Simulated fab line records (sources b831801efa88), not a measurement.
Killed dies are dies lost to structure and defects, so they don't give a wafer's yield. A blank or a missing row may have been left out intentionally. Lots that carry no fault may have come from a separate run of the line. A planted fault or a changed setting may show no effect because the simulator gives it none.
fab line records -- flow sky130
record lots=5, wafers=15, last_day=50
route steps=708 shown DNWELL@37 PWDE@45 PAD_OPEN@708
lots with no fault: from the same line, run without faults
start_h: the number of hours between the record's first day and the start of the first shown wafer of the lot -- wait_h: hours from the lot's prior step to this one -- " same as the row above -- L1.1+2: several wafers, shown together as one row -- - no value present, or no start provided -- * or withheld: withheld -- < > ~ a bound
route shown NAME@n: NAME is a module with steps in the file, n the number in the route of the first one -- usual: mean/standard deviation of fault-free wafers -- same: alike in all rows -- chamber/n: place in a boat -- sites: per-site readings -- _std_site: the standard deviation of these -- _edge_site: outer sites' mean less inner sites' -- radius_mm: how far each site lies from the wafer's centre -- mask NAME#n: copy n -- behind: the most recent tool/chamber to have shaped the wafer -- hold: why the lot was held/for how many hours/how that ended -- device: the n, p or np transistor that did not switch -- end of line: tests run on the same wafers once the route is complete -- for a step that has no rows: nothing shown but its recipe -- killed: not the wafer's yield, but the dies lost to structure and defects at the first sort -- map: shows each die of a wafer: x if killed, . if not, _ if none is there
set.NAME: setting as actually run; set.NAME@STEP: the setting as run at that earlier step -- model.NAME: the simulator's own value behind a step, which no gauge read
lots at selected steps of the route; one table per step, one row per wafer
services: a tool's chamber out of use, with start hour (start_h, from the record's first day; less than 0 if before it), hours out, and reason
## steps
# step SKY_DNWELL_COAT_02
# recipe spin_rpm=2000, resist_thk_nm=3000
# step SKY_DNWELL_SOFTBAKE_03
# recipe temp_c=110, time_s=withheld
# step SKY_DNWELL_EXPOSE_04
# recipe mask_id=DNM, na=0.57, target_cd_nm=3000, dose_mj=222
# step SKY_DNWELL_PEB_05
# recipe temp_c=115, time_s=withheld
# step SKY_DNWELL_DEVELOP_06
# recipe wall_angle_deg=90, developer=TMAH, develop_time_s=60, dev_temp_c=23
# step SKY_DNWELL_IMPLANT_07
# recipe species=P, energy_kev=withheld, dose_cm2=withheld, tilt_deg=withheld
# step SKY_DNWELL_STRIP_08
# recipe chemistry=O2/N2, power_w=1400, pressure_mtorr=1500, platen_temp_c=withheld, o2_flow_sccm=3000, n2_flow_sccm=300, overash_fraction=0.5
# usual drypump_motor_current_A=5.7/0.4, oes_product_au=0.723/0.0046, strip_time_to_endpoint_s=36.93/0.096
lot.wafer,tool,chamber,start_h,wait_h,drypump_motor_current_A,oes_product_au,rf_hours_counter_h,strip_time_to_endpoint_s
L362.1,plasma_asher-02,0,100.29,0.1,6.4,0.728,28,37.11
L362.2,plasma_asher-02,1,100.29,0.1,5.7,0.721,28,37.11
L362.3,plasma_asher-02,0,100.29,0.1,6.4,0.729,-,37.22
L368.3,plasma_asher-04,0,133.30,0.1,5.4,0.714,-,36.90
L368.5,plasma_asher-04,1,133.30,0.1,5.8,0.721,-,36.88
L368.6,plasma_asher-04,0,133.30,0.1,5.4,0.724,-,36.78
L370.1,plasma_asher-02,1,143.17,0.1,5.8,0.725,33,37.08
L370.2,plasma_asher-02,0,143.17,0.1,6.4,0.723,33,36.98
L370.5,plasma_asher-02,0,143.17,0.1,6.4,0.724,-,37.01
L375.1,plasma_asher-04,0,171.82,0.1,5.4,0.728,50,37.04
L375.5,plasma_asher-04,1,171.82,0.1,5.8,0.722,-,37.01
L375.6,plasma_asher-04,0,171.82,0.1,5.5,0.724,-,37.00
L376.2,plasma_asher-04,0,176.52,0.1,5.4,0.720,51,36.89
L376.5,plasma_asher-04,0,176.52,0.1,5.4,0.719,-,36.98
L376.6,plasma_asher-04,1,176.52,0.1,5.7,0.725,-,36.92
# step SKY_DNWELL_TW_MEAS_09
# usual DNWELL_TW=1115/7.3
lot.wafer,tool,chamber,start_h,wait_h,DNWELL_TW
L362.1,film_metro-01,-,100.39,0.1,1121
L362.2,film_metro-01,-,100.39,0.1,1125
L362.3,film_metro-01,-,100.39,0.1,1125
L368.3,film_metro-03,-,133.39,0.1,1114
L368.5,film_metro-03,-,133.39,0.1,1116
L368.6,film_metro-03,-,133.39,0.1,1110
L370.1,film_metro-01,-,143.27,0.1,1113
L370.2,film_metro-01,-,143.27,0.1,1111
L370.5,film_metro-01,-,143.27,0.1,1111
L375.1,film_metro-03,-,171.92,0.1,1117
L375.5,film_metro-03,-,171.92,0.1,1117
L375.6,film_metro-03,-,171.92,0.1,1115
L376.2,film_metro-02,-,176.63,0.1,1102
L376.5,film_metro-02,-,176.63,0.1,1113
L376.6,film_metro-02,-,176.63,0.1,1106
# step SKY_PWDE_DEHYDRATE_00
# recipe temp_c=200, time_s=60
# step SKY_PWDE_HMDS_01
# recipe prime_time_s=60, prime_temp_c=120
# step SKY_PWDE_COAT_02
# recipe spin_rpm=2000, resist_thk_nm=3000
# step SKY_PWDE_SOFTBAKE_03
# recipe temp_c=110, time_s=withheld
# step SKY_PWDE_EXPOSE_04
# recipe mask_id=PWDEM, na=0.6, source_shape=conventional, sigma_outer=0.6, polarization=unpolarized, target_cd_nm=840, dose_mj=214
lot.wafer,tool,chamber,start_h,wait_h,mask
L362.1+2+3,iline_stepper-01,0,109.20,-,PWDEM#0
L368.3+5+6,iline_stepper-01,0,142.83,-,PWDEM#0
L370.1+2+5,iline_stepper-01,0,153.63,-,PWDEM_R1#0
L375.1+5+6,iline_stepper-02,0,181.94,-,PWDEM#0
L376.2+5+6,iline_stepper-02,0,187.14,-,PWDEM#0
# step SKY_PWDE_PEB_05
# recipe temp_c=115, time_s=withheld
# step SKY_PAD_OPEN_PROBE_99
# usual killed_at_M0_to_M3=44/7, killed_at_M4_up=3.0/1.8, killed_at_contacts=24/4.9, killed_at_front_end=15/5, killed_at_other=0.2/0.53, killed_dies=87/8.7, killed_on_rim=17/4, killed_open=48/6.8, killed_short=39/5.7
# same gross_dies=492, killed_at_back_side=0
lot.wafer,tool,chamber,start_h,wait_h,killed_at_M0_to_M3,killed_at_M4_up,killed_at_contacts,killed_at_front_end,killed_at_other,killed_dies,killed_on_rim,killed_open,killed_short,model.etest.res_p_drift_20v.line_ohm_um,model.etest.res_p_drift_20v.width_nm
L362.1,prober-02,-,1130.10,0.1,46,3,29,10,0,88,16,55,33,1.183e+04,838.2
L362.2,prober-02,-,1130.15,0.1,49,1,21,11,0,82,14,52,30,1.184e+04,841
L362.3,prober-02,-,1130.20,0.2,47,1,26,14,0,88,22,53,35,1.195e+04,838.1
L368.3,prober-02,-,1160.68,0.2,38,4,28,18,0,88,18,46,42,1.179e+04,840.9
L368.5,prober-02,-,1160.78,0.2,39,4,29,13,0,85,16,48,37,1.124e+04,839.1
L368.6,prober-02,-,1160.83,0.2,44,2,24,15,0,85,18,49,36,1.144e+04,844.9
L370.1,prober-02,-,1171.34,0.1,44,1,17,61,0,123,36,44,30,9798,957.7
L370.2,prober-02,-,1171.39,0.1,41,5,31,56,0,133,47,46,43,1.026e+04,950.8
L370.5,prober-02,-,1171.54,0.2,58,2,20,56,1,137,37,48,44,9604,954.4
L375.1,prober-01,-,1194.78,0.1,53,3,31,18,0,105,21,63,42,1.17e+04,838.2
L375.5,prober-01,-,1194.98,0.2,55,5,25,10,1,96,16,57,39,1.092e+04,840.4
L375.6,prober-01,-,1195.03,0.2,47,4,24,17,0,92,17,51,41,1.139e+04,840.8
L376.2,prober-02,-,1199.54,0.1,49,2,18,9,0,78,18,47,31,1.133e+04,831.4
L376.5,prober-02,-,1199.69,0.2,35,1,33,13,0,82,16,50,32,1.103e+04,832.9
L376.6,prober-02,-,1199.74,0.2,41,1,25,18,0,85,17,52,33,1.13e+04,835.3
# killed by level:class
L362.1 VIA1:geometric_particle:open=13 CONTACT:geometric_particle:open=11 LI_CONTACT:geometric_particle:open=8 VIA3:geometric_particle:open=7 VIA2:geometric_particle:open=6 LOCAL_INTERCONNECT:geometric_particle:short=5 CONTACT:geometric_particle:short=4 VIA1:geometric_particle:short=4
L362.2 VIA1:geometric_particle:open=12 VIA2:geometric_particle:open=10 LI_CONTACT:geometric_particle:open=7 CONTACT:geometric_particle:open=6 CONTACT:geometric_particle:short=5 VIA1:geometric_particle:short=4 METAL2:geometric_particle:short=4 METAL2:geometric_particle:open=4
L362.3 CONTACT:geometric_particle:open=15 VIA1:geometric_particle:open=10 VIA2:geometric_particle:open=7 VIA3:geometric_particle:open=6 LI_CONTACT:geometric_particle:open=5 VIA1:geometric_particle:short=5 METAL3:geometric_particle:short=5 FIELD_ISO:geometric_particle:short=4
L368.3 CONTACT:geometric_particle:open=12 FIELD_ISO:geometric_particle:open=7 VIA1:geometric_particle:open=6 LI_CONTACT:geometric_particle:open=6 METAL1:geometric_particle:short=6 METAL2:geometric_particle:short=5 VIA1:geometric_particle:short=4 CONTACT:geometric_particle:short=4
L368.5 CONTACT:geometric_particle:open=13 LI_CONTACT:geometric_particle:open=10 VIA2:geometric_particle:open=8 VIA1:geometric_particle:open=7 FIELD_ISO:geometric_particle:short=5 METAL1:geometric_particle:short=5 VIA1:geometric_particle:short=5 METAL3:geometric_particle:short=4
L368.6 VIA1:geometric_particle:open=17 CONTACT:geometric_particle:open=9 VIA2:geometric_particle:open=6 POLY_GATE:geometric_particle:open=6 LI_CONTACT:geometric_particle:open=6 VIA1:geometric_particle:short=5 CONTACT:geometric_particle:short=4 METAL2:geometric_particle:short=4
L370.1 PWDE:area_expose=49 VIA1:geometric_particle:open=10 CONTACT:geometric_particle:open=8 VIA2:geometric_particle:open=8 LI_CONTACT:geometric_particle:open=6 VIA1:geometric_particle:short=6 FIELD_ISO:geometric_particle:open=4 FIELD_ISO:geometric_particle:short=4
L370.2 PWDE:area_expose=44 LI_CONTACT:geometric_particle:open=10 CONTACT:geometric_particle:open=8 METAL2:geometric_particle:short=7 VIA2:geometric_particle:open=7 VIA3:geometric_particle:open=7 VIA1:geometric_particle:open=6 LI_CONTACT:geometric_particle:short=5
L370.5 PWDE:area_expose=45 VIA1:geometric_particle:open=15 VIA1:geometric_particle:short=9 METAL2:geometric_particle:short=7 METAL1:geometric_particle:short=6 VIA2:geometric_particle:open=6 CONTACT:geometric_particle:open=5 METAL1:geometric_particle:open=5
L375.1 CONTACT:geometric_particle:open=13 VIA1:geometric_particle:open=10 VIA3:geometric_particle:open=10 LI_CONTACT:geometric_particle:open=8 VIA2:geometric_particle:open=8 POLY_GATE:geometric_particle:short=6 VIA1:geometric_particle:short=6 LOCAL_INTERCONNECT:geometric_particle:short=5
L375.5 VIA2:geometric_particle:open=11 VIA1:geometric_particle:open=10 CONTACT:geometric_particle:open=9 METAL1:geometric_particle:short=8 LI_CONTACT:geometric_particle:open=6 VIA1:geometric_particle:short=6 CONTACT:geometric_particle:short=5 VIA3:geometric_particle:open=4
L375.6 VIA1:geometric_particle:open=10 VIA3:geometric_particle:open=8 LI_CONTACT:geometric_particle:open=7 VIA1:geometric_particle:short=7 CONTACT:geometric_particle:short=6 CONTACT:geometric_particle:open=6 VIA2:geometric_particle:open=6 POLY_GATE:geometric_particle:open=4
L376.2 VIA1:geometric_particle:open=10 VIA3:geometric_particle:open=8 VIA2:geometric_particle:open=7 METAL2:geometric_particle:short=6 LI_CONTACT:geometric_particle:open=5 CONTACT:geometric_particle:open=5 VIA3:geometric_particle:short=5 VIA2:geometric_particle:short=4
L376.5 CONTACT:geometric_particle:open=11 LI_CONTACT:geometric_particle:open=9 LOCAL_INTERCONNECT:geometric_particle:short=8 VIA1:geometric_particle:open=8 VIA2:geometric_particle:open=6 FIELD_ISO:geometric_particle:open=4 VIA1:geometric_particle:short=4 METAL1:geometric_particle:short=4
L376.6 VIA1:geometric_particle:open=12 CONTACT:geometric_particle:open=11 VIA2:geometric_particle:open=8 CONTACT:geometric_particle:short=6 POLY_GATE:geometric_particle:short=5 LI_CONTACT:geometric_particle:open=5 METAL1:geometric_particle:short=5 VIA3:geometric_particle:short=5
# map L370.5 (x killed, . not)
__________.x..x....._________
________...x.....x...x_______
______......x....x..x.xx_____
_____..x..............x..____
____.........xx.x.x.......___
___x..x..............x....x__
__..........x..x.x.........._
_x......x...x....x.......x...
_x............x...x...x..xx.x
_.......x......x......x.x...x
_...x.xxx.xx.x...x..x......xx
_....x.x.....x...........x.xx
_.x.x...........x....x.x..x.x
_....x..x.........xx..x....xx
_..xx.....x....x.....x..x..xx
__..x......x.x..x....x...xxx_
___xxx.xx.....xx....x...xx.__
____xxx.xx...x.xx..xxxx.x.___
_____..x.xx..x.......x.xx____
______...xxx..x.x.x..x.x_____
________..x...x.xxx.xx_______
__________.x.x.xx..x_________
# map L362.1 (x killed, . not)
__________.....x.xx._________
________.......x......_______
______x.......x........x_____
_____.......x......x.....____
____....x......x.x..x.....___
___x...............x..x....__
__...x.x............x..x...._
_...................xx..xx...
_..x.......................x.
_.x..x.x........x..x.....xx..
_........x..........x.x.xx...
_.x....x..x...xx.....x......x
_......x..xx.....x...........
_.xxx..xx......xx...x..x..x..
_...x.....x.....xx.....x...x.
__..................x.....xx_
___.............xxx.....x.x__
____........x.x..x.x..x...___
_____...x....x...xx.x..x.____
______...............x.x_____
________x............._______
__________.......x.._________
## services
tool,chamber,start_h,hours,kind
iline_stepper-02,-,84.67,4.4,pm
iline_stepper-01,-,89.98,4.4,pm
iline_stepper-01,-,158.25,3.4,repair
plasma_asher-02,-,172.60,19.1,repair
plasma_asher-02,-,186.30,5.3,repair
## key
first_sign step=SKY_PWDE_EXPOSE_04, reading=mask, direction=changed
effect step=SKY_PAD_OPEN_PROBE_99, reading=killed_at_front_end, direction=up, sigmas=8.6, usual=15, struck=58
model_effect step=SKY_PAD_OPEN_PROBE_99, value=etest.res_p_drift_20v.line_ohm_um, without=1.139e+04, struck=9888
more_kills_born_at SKY_PWDE_EXPOSE_04@iline_stepper-01=138
met_at SKY_PWDE_EXPOSE_04
struck_wafers L370.1,L370.2,L370.5
tester_left_out L370
onset_between 142.83 153.63
fault kind=wrong_mask, tool=any, chamber=-, onset_h=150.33, steps=SKY_PWDE_EXPOSE_04, aux_copy=PWDEM_R1#0, cd_offset_nm=126, scope=struck_lots_only
# tester_left_out: of these lots the tester's yield and bins aren't shown, on N5 and GAA mostly nor the transistor test; their killed dies are dies lost to structure and defects alone, not to doping, threshold or leakage, so they don't give the yield
